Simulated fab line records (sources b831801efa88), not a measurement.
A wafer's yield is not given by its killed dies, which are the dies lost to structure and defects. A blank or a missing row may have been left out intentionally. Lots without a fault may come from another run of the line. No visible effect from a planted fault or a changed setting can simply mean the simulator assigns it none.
Struck lot and sound lot, side by side | flow gf180mcu | 28 steps out of a route of 602
Sound: these wafers, L996.1, L996.3, L996.5. Struck: wafer L100.3. (L100.4 of the same lot was not struck and is left out.) The cause comes at the end.
Each step with rows lists, per side, the tool, then ch with its chambers, then its first start. Under that, the readings that differ: sound wafers | struck wafers | difference of the means | sigmas: that difference in standard deviations of wafers without a fault.
alike: a reading whose means differ by less than 2 such deviations, as well as words and numbers matching on both sides. not compared: withheld readings; readings where some wafer has no value; bounds like >300 that might hide an equal value; numbers whose values overlap and for which the record gives no deviation.
The two part at a step that has a row with sigmas, a row that says differs or no value, or rows on one side only. Non-overlapping numbers with no deviation appear without sigmas and do not part them. A reading that every wafer of one side lacks parts them only if that side has two wafers or more.

GF_CONTACT_STRIP_18: strips in O2/N2.
  sound on plasma-asher-03 ch 0,1, day 17 08:22; struck on plasma-asher-03 ch 0, day 19 03:36
  alike: drypump-motor-current-A, heater-power-w, n2-flow-sccm, oes-product-au
  not compared: rf-hours-counter-h
then, 3 steps without rows for these wafers: GF_CONTACT_CLEAN_19 (cleans in SPM); GF_CONTACT_CLEAN_20 (cleans in DIW); GF_CONTACT_CLEAN_21 (cleans in dHF, time 20 s).
GF_CONTACT_SPUTTER_22: material Ti, target thk 15 nm, time 80.02 s.
  sound: pvd-sputter-03 at day 17 08:40; struck: pvd-sputter-04 at day 19 03:53
  alike: throttle-valve-pct
then, 1 step without rows for these wafers: GF_CONTACT_SPUTTER_23 (material TiN, target thk 10 nm, time 40 s).
GF_CONTACT_CVD_24: deposits W, target thk 300 nm, time 90.339 s.
  sound on cvd-w-01 ch 1, day 17 09:24; struck on cvd-w-01 ch 0, day 19 04:01
  alike: chamber-pressure-Torr, heater-power-w
GF_CONTACT_RS_MEAS_25: measurement is done with a four-point probe.
  sound: film-metro-04 at day 17 09:30; struck: film-metro-03 at day 19 04:07
  alike: CONTACT_W_RS
GF_CONTACT_THK_MEAS_26: measures by xrf.
  sound: film-metro-04 at day 17 09:37; struck: film-metro-03 at day 19 04:13
  alike: CONTACT_W_THK
then, 2 steps without rows for these wafers: GF_CONTACT_CMP_27 (polishes, stops on SiO2, t overpolish 15 s, target thk 0 nm); GF_M1_SPUTTER_00 (material Ti, target thk 37.5 nm, time 150 s).
GF_M1_SPUTTER_01: material TiN, target thk 30 nm, time 25 s.
  sound: pvd-sputter-03 at day 17 10:05; struck: pvd-sputter-03 at day 19 04:40
  alike: throttle-valve-pct
GF_M1_SPUTTER_02: material AlCu, target thk 450 nm, time 23.9 s.
  sound: pvd-sputter-03 at day 17 10:07; struck: pvd-sputter-03 at day 19 04:41
  reading                                 | sound           | struck | difference | sigmas
  model.AlCu_of_M1_SPUTTER_02.thk-nm (nm) | 450.8 446.7 445 | 405.1  | -42.4      |
  alike: throttle-valve-pct
GF_M1_SPUTTER_03: material Ti, target thk 10 nm, time 6.7 s.
  sound: pvd-sputter-03 at day 17 10:08; struck: pvd-sputter-03 at day 19 04:43
  alike: throttle-valve-pct
then, 1 step without rows for these wafers: GF_M1_SPUTTER_04 (material TiN, target thk 50 nm, time 41.7 s).
GF_M1_RS_MEAS_05: measurement is done with a four-point probe.
  sound: film-metro-04 at day 17 10:12; struck: film-metro-01 at day 19 04:49
  reading             | sound                | struck | difference | sigmas
  M1_ALCU_RS (ohm/sq) | 0.0693 0.0699 0.0700 | 0.0772 | +0.0075    | +11
GF_M1_THK_MEAS_06: measures by xrf.
  sound: film-metro-04 at day 17 10:19; struck: film-metro-01 at day 19 04:55
  reading          | sound       | struck | difference | sigmas
  M1_ALCU_THK (nm) | 449 446 443 | 402    | -44        | -9
then, 7 steps without rows for these wafers: GF_M1_DEHYDRATE_07 (time 60 s); GF_M1_HMDS_08 (prime time 60 s); GF_M1_COAT_09 (resist thk 1000 nm); GF_M1_SOFTBAKE_10 (time 60 s); GF_M1_EXPOSE_11 (exposes mask Metal1, target cd 230 nm); GF_M1_PEB_12 (peb time 90 s); GF_M1_DEVELOP_13 (develop time 60 s).
GF_M1_CD_MEAS_14 targets a cd of 230 nm.
  sound: cd-sem-02 at day 18 09:25; struck: cd-sem-01 at day 20 04:27
  alike: cd-nm
GF_M1_OVL_MEAS_15:
  sound: overlay-01 at day 18 09:32; struck: overlay-02 at day 20 04:33
  reading     | sound   | struck | difference | sigmas
  M1_OVL (nm) | 0 -9 -6 | 11     | +16        | +3
GF_M1_METAL_ETCH_16: etches the open film in Cl2/BCl3, stops on SiO2, target depth 627.5 nm, time 104.6 s.
  sound on rie-metal-02 ch 0,1, day 18 09:34; struck on rie-metal-03 ch 1, day 20 04:37
  reading                     | sound                | struck | difference | sigmas
  drypump-motor-current-A (A) | 5.1 5.9 5.1          | 6.4    | +1.0       | +3
  oes-product-au (a.u.)       | 0.975 0.972 0.970    | 0.926  | -0.046     | -8
  throttle-valve-pct (%)      | 28.256 28.262 28.261 | 28.296 | +0.036     | +4
  not compared: rf-hours-counter-h
then, 1 step without rows for these wafers: GF_M1_STRIP_17 (strips in O2/N2).

== WHERE THEY PART ==
Earliest at GF_M1_RS_MEAS_05; latest, in this record, at GF_M1_METAL_ETCH_16.

WHY: what the simulator had put in
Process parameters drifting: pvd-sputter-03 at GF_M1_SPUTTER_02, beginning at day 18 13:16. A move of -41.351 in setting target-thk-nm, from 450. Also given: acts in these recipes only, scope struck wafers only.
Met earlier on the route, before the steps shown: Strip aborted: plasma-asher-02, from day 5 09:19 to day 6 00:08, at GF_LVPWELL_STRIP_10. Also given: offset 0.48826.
